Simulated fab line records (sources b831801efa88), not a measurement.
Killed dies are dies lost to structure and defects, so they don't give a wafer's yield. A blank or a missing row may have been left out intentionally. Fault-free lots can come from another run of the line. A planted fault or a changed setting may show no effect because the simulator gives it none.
fab line records | flow gf180mcu
[record] lots = 10 wafers = 30 lastDay = 31
route steps=602 shown HV_LDD@197 V3@433 PASSIVATION@590
lots that met no fault: from a run of the same line without faults
startH: start of the lot's first displayed wafer, in hours after the record's first day | waitH: hours from the lot's prior step to this one | " as in the row above | L1.1+2: several wafers, shown together as one row | - no value, or no start given | * or withheld: withheld | < > ~ a bound
route shown NAME@n: NAME is a module with steps in the file, n the number in the route of the first one | usual: average and standard deviation across the fault-free wafers | same: alike in all rows | chamber/n: place in a boat | sites: per-site readings | _std_site: their standard deviation | _edge_site: the outer-site mean with the inner-site mean subtracted | radiusMm: for every site, how far away it sits from the centre of the wafer | mask NAME#n: copy n | behind: the tool/chamber that last shaped the wafer | hold: the reason the lot was held/the length of the hold in hours/how it ended | device: whichever transistor did not switch (one of n, p or np) | end of line: the tests these same wafers got at the end of their route | a step given without rows: its recipe and nothing more | killed: the dies lost at the first sort to structure and to defects; this is not the yield of the wafer | map: a wafer's dies, marking killed ones x, the rest . and places with no die _
set.NAME: the run value of the setting; set.NAME@STEP: its run value at that earlier step | model.NAME: the simulator's own value behind a step, which no gauge read
the route's steps for a sample of lots (tables are steps, rows are wafers)
services: from which hour (startH, from the record's first day; less than 0 if before it) a tool's chamber was out of use, for how many hours, and why
[[steps]]
[step GF_HV_LDD_IMPLANT_21]
[recipe] species = BF2 energyKev = 25 doseCm2 = 5e+13 tiltDeg = 7
[usual] endStationPressureTorr = 5.23e-06/2.8e-07 implantIonAmu = 49/0
// columns lot.wafer tool chamber startH waitH endStationPressureTorr implantIonAmu
L114.1 implanter-03 0 236.00 0.0 4.9e-06 49
L114.3 " 0 " " 5.03e-06 49
L114.5 " 0 " " 5.35e-06 49
L115.3 implanter-04 0 241.78 0.1 5.5e-06 49
L115.4 " 0 " " 5.29e-06 49
L115.5 " 0 " " 4.59e-06 49
L116.2 implanter-04 0 247.71 0.0 4.78e-06 49
L116.5 " 0 " " 4.83e-06 49
L116.6 " 0 " " 5.22e-06 49
L117.2 implanter-03 0 252.06 0.0 5.58e-06 49
L117.3 " 0 " " 4.91e-06 49
L117.4 " 0 " " 5.12e-06 49
L118.1 implanter-04 0 260.39 0.0 4.96e-06 49
L118.3 " 0 " " 5.23e-06 49
L118.6 " 0 " " 5.43e-06 49
L120.2 implanter-01 0 277.17 0.0 4.9e-06 49
L120.3 " 0 " " 5.27e-06 49
L120.4 " 0 " " 5.63e-06 49
L122.1 implanter-01 0 296.85 0.0 4.74e-06 49
L122.2 " 0 " " 5.2e-06 49
L122.3 " 0 " " 5.27e-06 49
L123.1 implanter-01 0 300.23 0.0 5.03e-06 11
L123.3 " 0 " " 5.41e-06 11
L123.4 " 0 " " 5.3e-06 11
L124.3 implanter-01 0 310.88 0.1 5.02e-06 11
L124.5 " 0 " " 4.83e-06 11
L124.6 " 0 " " 5.41e-06 11
L125.2 implanter-04 0 319.66 0.0 5.22e-06 11
L125.3 " 0 " " 5.01e-06 11
L125.6 " 0 " " 4.83e-06 11
[step GF_HV_LDD_TW_MEAS_23]
[usual] HV_LDD_2_TW = 1045/7.4
// columns lot.wafer tool chamber startH waitH hold HV_LDD_2_TW
L114.1 filmMetro-04 - 236.25 0.1 - 1029
L114.3 " - " " - 1027
L114.5 " - " " - 1025
L115.3 filmMetro-01 - 242.00 0.1 - 1049
L115.4 " - " " - 1050
L115.5 " - " " - 1045
L116.2 filmMetro-01 - 247.95 0.1 - 1045
L116.5 " - " " - 1048
L116.6 " - " " - 1045
L117.2 filmMetro-03 - 252.30 0.1 - 1042
L117.3 " - " " - 1044
L117.4 " - " " - 1049
L118.1 filmMetro-01 - 260.64 0.1 - 1044
L118.3 " - " " - 1054
L118.6 " - " " - 1044
L120.2 filmMetro-01 - 277.41 0.1 - 1043
L120.3 " - " " - 1045
L120.4 " - " " - 1047
L122.1 filmMetro-03 - 297.10 0.1 - 1051
L122.2 " - " " - 1044
L122.3 " - " " - 1049
L123.1 filmMetro-04 - 300.48 0.1 awaitDispo/0.2h/release 657
L123.3 " - " " awaitDispo/0.2h/release 659
L123.4 " - " " awaitDispo/0.2h/release 657
L123.1 filmMetro-04 - 300.71 0.2 - 660
L123.3 " - " " - 658
L123.4 " - " " - 657
L124.3 filmMetro-04 - 311.10 0.1 awaitDispo/0.2h/release 659
L124.5 " - " " awaitDispo/0.2h/release 657
L124.6 " - " " awaitDispo/0.2h/release 661
L124.3 filmMetro-04 - 311.33 0.2 - 657
L124.5 " - " " - 659
L124.6 " - " " - 660
L125.2 filmMetro-04 - 319.89 0.1 awaitDispo/0.2h/release 658
L125.3 " - " " awaitDispo/0.2h/release 658
L125.6 " - " " awaitDispo/0.2h/release 655
L125.2 filmMetro-04 - 320.19 0.3 - 655
L125.3 " - " " - 652
L125.6 " - " " - 659
[step GF_V3_CMP_04]
[recipe] material = SiO2 downForcePsi = 4 platenRpm = 58.82 padVelocityMS = 0.94248
[usual] motorCurrentA = 12.7/1.8 timeToEndpointS = 83/6.6
// columns lot.wafer tool chamber startH waitH motorCurrentA timeToEndpointS
L114.3 cmp-02 1 489.79 0.1 15.4 78
L114.1 " 2 " " 11.6 90
L114.5 " 3 " " 13.5 81
L115.3 cmp-02 2 504.55 0.1 12.1 86
L115.4 " 3 " " 14.9 92
L115.5 " 1 " " 15.3 86
L116.2 cmp-01 3 507.47 0.1 10.6 86
L116.5 " 2 " " 10.8 86
L116.6 " 3 " " 9.7 86
L117.3 cmp-02 2 511.27 0.0 12.0 89
L117.4 " 3 " " 14.3 85
L117.2 " 1 " " 14.7 74
L118.3 cmp-01 2 526.83 0.1 11.8 81
L118.1 " 0 " " 11.5 78
L118.6 " 2 " " 11.1 92
L120.4 cmp-02 0 539.52 0.1 14.5 79
L120.2 " 1 " " 14.5 69
L120.3 " 2 " " 11.2 90
L122.2 cmp-01 1 561.95 0.0 11.1 86
L122.3 " 3 " " 10.8 87
L122.1 " 0 " " 12.5 81
[step GF_V3_CD_MEAS_14]
[recipe] targetCdNm = 260
[usual] cdNm = 260.3/1.5
// columns lot.wafer tool chamber startH waitH cdNm
L114.1 cdSem-02 - 513.63 0.1 263.4
L114.3 " - " " 261.9
L114.5 " - " " 263.6
L115.3 cdSem-02 - 527.31 0.1 258.5
L115.4 " - " " 259.1
L115.5 " - " " 259.9
L116.2 cdSem-01 - 531.09 0.1 258.6
L116.5 " - " " 257.6
L116.6 " - " " 257.1
L117.2 cdSem-02 - 534.56 0.1 259.6
L117.3 " - " " 257.9
L117.4 " - " " 259.5
L118.1 cdSem-01 - 549.46 0.3 261.0
L118.3 " - " " 261.7
L118.6 " - " " 262.3
L120.2 cdSem-02 - 561.74 0.1 261.3
L120.3 " - " " 259.8
L120.4 " - " " 260.9
L122.1 cdSem-01 - 583.82 0.1 259.3
L122.2 " - " " 260.4
L122.3 " - " " 259.7
[step GF_PASSIVATION_THK_MEAS_03]
[recipe] reads = Si3N4_of_PASSIVATION_CVD_02
[usual] PASSIVATION_CVD_02_THK = 698/10
// columns lot.wafer tool chamber startH waitH PASSIVATION_CVD_02_THK[nm]
L114.1 filmMetro-04 - 651.54 0.1 687
L114.3 " - " " 696
L114.5 " - " " 707
L115.3 filmMetro-04 - 662.25 0.2 685
L115.4 " - " " 687
L115.5 " - " " 704
L116.2 filmMetro-04 - 666.41 0.2 679
L116.5 " - " " 702
L116.6 " - " " 694
L117.2 filmMetro-03 - 670.52 0.2 695
L117.3 " - " " 681
L117.4 " - " " 692
L118.1 filmMetro-01 - 683.84 0.1 677
L118.3 " - " " 684
L118.6 " - " " 698
L120.2 filmMetro-04 - 693.89 0.2 690
L120.3 " - " " 691
L120.4 " - " " 704
L122.1 filmMetro-01 - 712.41 0.1 684
L122.2 " - " " 673
L122.3 " - " " 688
[[services]]
// columns tool chamber startH hours kind
implanter-01 - 215.92 2.7 repair
implanter-04 - 224.22 4.0 repair
cmp-01 - 232.10 4.0 pm
cmp-01 - 246.87 1.4 repair
implanter-04 - 263.51 2.6 repair
implanter-03 - 265.77 4.4 repair
implanter-03 - 270.14 4.7 pm
implanter-04 - 309.30 3.7 repair
implanter-03 - 324.18 9.1 repair
implanter-01 - 344.98 4.4 pm
implanter-04 - 355.30 17.7 repair
cmp-01 - 394.69 4.6 pm
implanter-03 - 402.95 113.0 pm
cmp-02 - 406.73 4.0 pm
implanter-01 - 409.16 3.0 pm
cmp-01 - 431.96 1.0 repair
implanter-04 - 437.94 8.4 pm
implanter-04 - 452.66 5.7 pm
cmp-02 - 472.61 2.6 repair
cmp-02 - 485.18 1.0 repair
implanter-01 - 513.81 3.2 pm
cmp-01 - 515.14 7.2 pm
cmp-02 - 529.59 8.5 pm
implanter-04 - 560.98 3.7 repair
[[key]]
[firstSign] step = GF_HV_LDD_IMPLANT_21 reading = implantIonAmu direction = down sigmas = 99+ usual = 49 struck = 11
[effect] step = GF_HV_LDD_TW_MEAS_23 reading = visit direction = added
[effect] step = GF_HV_LDD_TW_MEAS_23 reading = HV_LDD_2_TW direction = down sigmas = 52 usual = 1045 struck = 658
metAt GF_HV_LDD_IMPLANT_21
struckLots L123,L124,L125
scrappedBehind GF_HV_LDD_TW_MEAS_23 L123.1,L123.3,L123.4,L124.3,L124.5,L124.6,L125.2,L125.3,L125.6
notActingAt GF_V3_CMP_04,GF_V3_CD_MEAS_14,GF_PASSIVATION_THK_MEAS_03
onsetBetween 296.85 300.23
[fault] kind = wrongRecipeDownload tool = implanter-01,implanter-03,implanter-04 chamber = - onsetH = 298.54 steps = GF_HV_LDD_IMPLANT_21 wrongRecipe.notListed = 1
